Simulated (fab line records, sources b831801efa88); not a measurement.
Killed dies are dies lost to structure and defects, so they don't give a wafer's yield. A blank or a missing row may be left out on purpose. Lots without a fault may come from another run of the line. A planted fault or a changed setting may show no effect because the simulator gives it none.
Which tool did it? | flow sky130 | 15 lots, 45 wafers sampled, at 4 steps of a route of 708

WHAT THE GAUGES READ, wafer by wafer
SKY_LDD_N_OVL_MEAS_07. Usual: LDD_N_OVL 0.4 nm, standard deviation 1.2.
lot  | measured     | on         | LDD_N_OVL (nm) | flag
L873 | day 17 14:34 | overlay-01 | 0.1 0.8 -0.2   |
L874 | day 18 01:43 | overlay-01 | 0.2 1.4 -0.2   |
L875 | day 18 12:10 | overlay-02 | -1.0 0.3 -0.4  |
L876 | day 18 18:49 | overlay-02 | 1.6 0.4 -0.7   |
L878 | day 20 12:28 | overlay-02 | 0.1 -1.6 -0.8  |
L881 | day 21 12:10 | overlay-01 | -1.5 -0.8 -0.7 |
L882 | day 22 04:22 | overlay-01 | -1.2 -0.9 -0.7 |
L883 | day 22 05:13 | overlay-01 | 2.9 1.4 1.3    |
L885 | day 22 09:28 | overlay-01 | 1.0 0.0 0.8    |
L889 | day 23 09:04 | overlay-01 | 2.0 2.7 1.8    |
L890 | day 23 18:37 | overlay-01 | - - -          | OFF
L891 | day 24 06:40 | overlay-01 | - - -          | OFF
L892 | day 24 19:39 | overlay-02 | - - -          | OFF
L895 | day 25 17:37 | overlay-01 | 1.9 2.2 0.0    |
L894 | day 25 18:07 | overlay-02 | 0.5 1.3 2.4    |

SKY_LDD_P_TW_MEAS_11. Usual: LDD_P_TW 637, standard deviation 6.4.
lot  | measured     | on            | LDD_P_TW       | flag
L873 | day 18 21:44 | film_metro-04 | 641 640 640    |
L874 | day 19 08:25 | film_metro-04 | 637 640 643    |
L875 | day 19 18:50 | film_metro-01 | 627 620 625    |
L876 | day 20 01:43 | film_metro-01 | 628 631 628    |
L878 | day 21 20:20 | film_metro-02 | 642 641 639    |
L881 | day 22 19:46 | film_metro-02 | 640 637 641    |
L882 | day 23 11:23 | film_metro-01 | 632 629 629    |
L883 | day 23 12:52 | film_metro-04 | 644 644 644    |
L885 | day 23 16:33 | film_metro-04 | 647 644 644    |
L889 | day 24 16:40 | film_metro-02 | 637 640 635    |
L890 | day 25 01:50 | film_metro-04 | 2613 2606 2607 | OFF
L891 | day 25 13:38 | film_metro-02 | 2606 2600 2593 | OFF
L892 | day 26 03:07 | film_metro-01 | 2569 2547 2566 | OFF
L895 | day 27 00:11 | film_metro-04 | 643 646 641    |
L894 | day 27 01:20 | film_metro-02 | 635 633 640    |

SKY_LDD_HVN_TW_MEAS_10. Usual: LDD_HVN_TW 1429, standard deviation 14.
lot  | measured     | on            | LDD_HVN_TW     | flag
L873 | day 20 03:43 | film_metro-02 | 1461 1458 1464 |
L874 | day 20 14:42 | film_metro-01 | 1416 1420 1420 |
L875 | day 21 01:49 | film_metro-01 | 1420 1417 1419 |
L876 | day 21 08:57 | film_metro-03 | 1436 1435 1441 |
L878 | day 23 03:16 | film_metro-03 | 1430 1434 1437 |
L881 | day 24 01:24 | film_metro-03 | 1437 1440 1434 |
L882 | day 24 17:34 | film_metro-03 | 1432 1434 1431 |
L883 | day 24 19:03 | film_metro-01 | 1420 1426 1421 |
L885 | day 24 22:58 | film_metro-01 | 1427 1423 1421 |
L889 | day 25 23:00 | film_metro-01 | 1420 1412 1419 |
L890 | day 26 07:22 | film_metro-01 | 2685 2658 2677 | OFF
L891 | day 26 19:04 | film_metro-03 | 2702 2697 2709 | OFF
L892 | day 27 09:12 | film_metro-01 | 2671 2664 2676 | OFF
L895 | day 28 05:07 | film_metro-01 | 1409 1401 1414 |
L894 | day 28 06:04 | film_metro-02 | 1451 1461 1449 |

WHICH TOOL RAN EACH LOT (tool, then ch and the chambers of the sampled wafers, then the start)
lot  | SKY_LDD_N_COAT_02
L873 | litho_track-01 ch 0, day 17 00:46
L874 | litho_track-01 ch 0, day 17 11:46
L875 | litho_track-04 ch 0, day 17 22:12
L876 | litho_track-01 ch 0, day 18 03:55
L878 | litho_track-01 ch 0, day 19 20:37
L881 | litho_track-04 ch 0, day 20 21:21
L882 | litho_track-03 ch 0, day 21 13:11
L883 | litho_track-01 ch 0, day 21 13:25
L885 | litho_track-03 ch 0, day 21 19:01
L889 | litho_track-03 ch 0, day 22 18:31
L890 | litho_track-01, day 23 04:55
L891 | litho_track-03, day 23 14:59
L892 | litho_track-03, day 24 04:31
L895 | litho_track-04 ch 0, day 25 01:44
L894 | litho_track-04 ch 0, day 25 02:20
- SKY_LDD_N_COAT_02: resist thk 300 nm.

WHAT THE TOOLS THEMSELVES READ (means of the sampled wafers that have a number; where no wafer has one, the mark that the record gives instead)
SKY_LDD_N_COAT_02. Usual: chill_plate_temp_C 23.01 C, standard deviation 0.11; dispense_pressure_kPa 50 kPa, standard deviation 5.5.
lot  | tool           | chill_plate_temp_C (C) | dispense_pressure_kPa (kPa) | flag
L873 | litho_track-01 | 23.06                  | 56                          |
L874 | litho_track-01 | 22.99                  | 56                          |
L875 | litho_track-04 | 23.14                  | 54                          |
L876 | litho_track-01 | 22.97                  | 56                          |
L878 | litho_track-01 | 23.03                  | 56                          |
L881 | litho_track-04 | 22.97                  | 54                          |
L882 | litho_track-03 | 23.07                  | 44                          |
L883 | litho_track-01 | 23.07                  | 56                          |
L885 | litho_track-03 | 23.07                  | 44                          |
L889 | litho_track-03 | 23.05                  | 44                          |
L890 | litho_track-01 | -                      | -                           | OFF
L891 | litho_track-03 | -                      | -                           | OFF
L892 | litho_track-03 | -                      | -                           | OFF
L895 | litho_track-04 | 22.95                  | 54                          |
L894 | litho_track-04 | 23.08                  | 54                          |

THE ANSWER, worked out from the rows above alone
Rule: a lot is off if the mean of its wafers that have a number lies more than 3 standard deviations from the usual mean. A lot without any number at a reading at which 4 lots or more have one is off too. The other lots that the step has rows for count as sound. The gauges are gone through in route order, then the tools' own readings, and for those a lot's mean is taken as printed above. The first step at which some lot is off is used, and at that step the reading that is off furthest; a lot without a number counts as furthest.
Off: L890, L891, L892, at SKY_LDD_N_OVL_MEAS_07 (LDD_N_OVL). Without a number there: L890, L891, L892.
A tool fits if, at a process step before that reading, it ran every lot that is off, and no sound lot after the first of them. The gauges at SKY_LDD_N_OVL_MEAS_07 aren't tried: what is off there is off at SKY_LDD_P_TW_MEAS_11 too, on other tools, and a gauge's error can't cause that. None of those tried fits.

WHAT THE SIMULATOR HAD PUT IN
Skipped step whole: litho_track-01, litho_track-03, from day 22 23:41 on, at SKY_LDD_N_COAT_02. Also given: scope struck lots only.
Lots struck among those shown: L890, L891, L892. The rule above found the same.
